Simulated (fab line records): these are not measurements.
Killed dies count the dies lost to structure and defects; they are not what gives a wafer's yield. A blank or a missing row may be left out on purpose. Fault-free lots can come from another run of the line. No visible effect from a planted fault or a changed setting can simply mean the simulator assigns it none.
2 desks, one fault	flow sky130	every desk sees just its own numbers, and what lay behind them comes last

THE TOOL OWNER'S DESK: pvd_sputter-03
At SKY_METAL4_SPUTTER_01 (material TiN, target thk 20 nm, time 16.7 s) the tool's own readings: per lot run on this tool, the mean of the sampled wafers that have a number. A lot is out of limits, marked OUT, if its mean lies more than 4 standard deviations from the usual mean; the brackets give that distance.
Columns: A = throttle_valve_pct at SKY_METAL4_SPUTTER_01, usual 30.1 %
lot	first seen here	A
L273	day 43 06:47	31.0
This desk's finding: nothing out of limits on the one lot.

THE METROLOGY DESK
Lot by lot, what the gauges showed, no matter which tool ran the lot: averages of those sampled wafers that carry a number. A lot is out of limits, marked OUT, if its mean lies more than 4 standard deviations from the usual mean; the brackets give that distance.
Columns: A = cd_nm at SKY_VIA2_CD_MEAS_12, usual 200.0 nm; B = VIA2_OVL at SKY_VIA2_OVL_MEAS_13, usual -4 nm; C = CAPM_TIN_THK at SKY_CAPM_THK_MEAS_04, usual 194.4 nm
lot	first seen here	A	B	C
L264	day 37 05:19	201.0	-2	192.3
L265	day 37 08:02	200.3	4	194.0
L273	day 40 02:35	202.2	-10	196.0
L274	day 40 05:08	199.7	-7	195.0
L275	day 40 11:23	198.0	8	198.7
L277	day 40 17:31	199.2	3	194.0
L278	day 41 09:47	200.4	-12	191.3
L279	day 41 11:23	199.7	-3	192.0
L280	day 41 20:12	202.2	2	195.1
L281	day 42 05:29	202.1	-10	195.9
L282	day 42 07:33	199.6	1	195.8
L283	day 42 09:27	199.9	-9	193.1
L284	day 42 21:51	199.4	-3	194.3
This desk's verdict: no lot among the 13 shows anything out of limits.

PUT TOGETHER
The tool owner's desk saw nothing out of limits.
The metrology desk saw nothing out of limits.

WHAT THE SIMULATOR PUT IN
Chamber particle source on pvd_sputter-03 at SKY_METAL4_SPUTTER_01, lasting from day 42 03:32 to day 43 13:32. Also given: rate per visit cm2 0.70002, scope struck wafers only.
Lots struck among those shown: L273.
